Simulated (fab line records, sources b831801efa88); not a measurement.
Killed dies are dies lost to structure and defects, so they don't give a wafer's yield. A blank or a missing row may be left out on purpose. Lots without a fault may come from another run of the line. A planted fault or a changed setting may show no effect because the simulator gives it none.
A struck lot beside a sound one | flow sky130 | 15 steps out of a route of 708
Sound: wafers L131.3, L131.4, L131.5. Struck: wafers L143.1, L143.5, L143.6. The cause comes at the end.
At each step with rows: each side's tool, then ch and its chambers, then its first start. Under that, the readings that differ: sound wafers | struck wafers | difference of the means | sigmas: that difference in standard deviations of wafers without a fault.
alike: readings whose means differ by less than 2 such deviations, and words and numbers that are the same on both sides. not compared: withheld readings, readings that some wafer has no value for, bounds like >300 that may hide the same value, and numbers for which the record gives no deviation and whose values overlap.
The two part at a step that has a row with sigmas, a row that says differs or no value, or rows on one side only. Numbers that don't overlap but have no deviation are shown without sigmas and don't part them. A reading that every wafer of one side lacks parts them only if that side has two wafers or more.

first, 2 steps without rows for these wafers: SKY_LDD_HVN_PEB_05; SKY_LDD_HVN_DEVELOP_06 (develop time 60 s).
SKY_LDD_HVN_OVL_MEAS_07:
  sound on overlay-01, day 23 00:40; struck on overlay-02, day 26 20:31
  alike: LDD_HVN_OVL
then, 1 step without rows for these wafers: SKY_LDD_HVN_IMPLANT_08.
SKY_LDD_HVN_STRIP_09: strips in O2/N2.
  sound on plasma_asher-04 ch 0,1, day 23 00:53; struck on plasma_asher-01 ch 0,1, day 26 20:41
  alike: drypump_motor_current_A, oes_product_au, strip_time_to_endpoint_s
  not compared: rf_hours_counter_h
SKY_LDD_HVN_TW_MEAS_10:
  sound on film_metro-01, day 23 00:58; struck on film_metro-01, day 26 20:47
  alike: LDD_HVN_TW
then, 6 steps without rows for these wafers: SKY_LDD_HVP_DEHYDRATE_00 (time 60 s); SKY_LDD_HVP_HMDS_01 (prime time 60 s); SKY_LDD_HVP_COAT_02 (resist thk 300 nm); SKY_LDD_HVP_SOFTBAKE_03 (time 60 s); SKY_LDD_HVP_EXPOSE_04 (exposes mask HVPTM, target cd 700 nm); SKY_LDD_HVP_PEB_05.
SKY_LDD_HVP_DEVELOP_06: develop time 57.28 s.
  sound on litho_track-01 ch 0, day 24 06:18; struck on litho_track-02 ch 0, day 28 01:34
  reading                  | sound             | struck            | difference | sigmas
  developer_temp_C (C)     | 23.02 22.86 22.98 | 22.09 22.12 22.04 | -0.87      | -7
  model.LDD_HVP.cd_nm (nm) | 695.7 697.2 697.3 | 701 700.7 700.2   | +4         |
SKY_LDD_HVP_OVL_MEAS_07:
  sound on overlay-01, day 24 06:25; struck on overlay-02, day 28 01:43
  alike: LDD_HVP_OVL
-- the record jumps here: 22 days lie between the struck wafers' starts before and after (it left off in module LDD_HVP and takes up again in module PAD_OPEN, whose first step shown is number 708 of the route) --
SKY_PAD_OPEN_PROBE_99:
  sound on prober-01, day 47 15:50; struck on prober-01, day 50 02:26
  alike: killed_at_M0_to_M3, killed_at_M4_up, killed_at_contacts, killed_at_front_end, killed_at_other, killed_dies, killed_open, killed_short

WHERE THEY PART
Only at SKY_LDD_HVP_DEVELOP_06, within this record. Later steps at which nothing parts them and some readings are alike: SKY_LDD_HVP_OVL_MEAS_07, SKY_PAD_OPEN_PROBE_99.

WHY: what the simulator had put in
Process parameter drift: litho_track-02, from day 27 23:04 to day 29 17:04, at SKY_LDD_HVP_DEVELOP_06. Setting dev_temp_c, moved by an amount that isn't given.
